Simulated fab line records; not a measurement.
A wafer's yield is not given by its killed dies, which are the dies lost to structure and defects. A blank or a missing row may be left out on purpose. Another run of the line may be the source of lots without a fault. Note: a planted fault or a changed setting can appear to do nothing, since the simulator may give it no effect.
A single fault, viewed from 2 desks || flow gf180mcu || numbers are kept per desk, each desk with only its own; the story behind them comes last

== AT THE TOOL OWNER'S DESK: litho track-04 ==
Per lot that ran on this tool, the mean of the sampled wafers carrying a number, from the tool's own readings at GF_M4_SOFTBAKE_10 (time 60 s). Any lot whose mean is over 4 standard deviations away from the usual mean is out of limits and marked OUT; that distance is given in the brackets.
Columns: A = plate temp C at GF_M4_SOFTBAKE_10, usual 130.02 C; B = run length s at GF_M4_SOFTBAKE_10, usual 89.14 s
{"lot": "L277", "first seen here": "day 22 22:04", "A": 129.97, "B": 89.32}
{"lot": "L280", "first seen here": "day 23 20:22", "A": 130.13, "B": 89.38}
{"lot": "L282", "first seen here": "day 24 19:16", "A": 130.21, "B": 89.23}
{"lot": "L287", "first seen here": "day 26 11:24", "A": 130.01, "B": 89.19}
{"lot": "L293", "first seen here": "day 28 07:30", "A": 129.93, "B": "92.04 (+9.7) OUT"}
{"lot": "L294", "first seen here": "day 28 11:24", "A": 130.04, "B": "92.02 (+9.6) OUT"}
This desk's finding: out of limits on L293, L294; first on L293, day 28 07:30 (run length s at GF_M4_SOFTBAKE_10). Within limits: L277, L280, L282, L287.

== FROM THE METROLOGY DESK ==
Lot by lot, what the gauges showed, no matter which tool ran the lot: averages of those sampled wafers that carry a number. Any lot whose mean is over 4 standard deviations away from the usual mean is out of limits and marked OUT; that distance is given in the brackets.
Columns: A = M4_OVL at GF_M4_OVL_MEAS_15, usual 0 nm
{"lot": "L277", "first seen here": "day 23 09:14", "A": -2}
{"lot": "L278", "first seen here": "day 23 18:11", "A": 6}
{"lot": "L280", "first seen here": "day 24 07:27", "A": 2}
{"lot": "L281", "first seen here": "day 25 00:10", "A": -6}
{"lot": "L282", "first seen here": "day 25 06:16", "A": 2}
{"lot": "L283", "first seen here": "day 25 14:46", "A": 1}
{"lot": "L285", "first seen here": "day 26 04:36", "A": -1}
{"lot": "L287", "first seen here": "day 26 22:08", "A": -6}
{"lot": "L293", "first seen here": "day 28 17:33", "A": 2}
{"lot": "L294", "first seen here": "day 28 21:02", "A": -1}
{"lot": "L297", "first seen here": "day 29 17:41", "A": -4}
{"lot": "L298", "first seen here": "day 29 22:17", "A": -2}
{"lot": "L299", "first seen here": "day 30 06:23", "A": -1}
This desk's verdict: no lot among the 13 shows anything out of limits.

== TAKEN TOGETHER ==
An alarm could have come from the tool owner's desk at day 28 07:30, on L293, L294.
Nothing out of limits was seen by the metrology desk.
The metrology desk holds a record of L293, L294, inside its limits.
Of the lots named, all ran GF_M4_SOFTBAKE_10 on litho track-04.

== WHAT THE SIMULATOR HAD PUT IN ==
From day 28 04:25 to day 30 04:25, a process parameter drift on litho track-04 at GF_M4_SOFTBAKE_10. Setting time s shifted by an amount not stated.
Lots struck among those shown: L293, L294.
How many hours passed from the start of the fault until each desk's first out-of-limits reading: the tool owner's desk, 3.
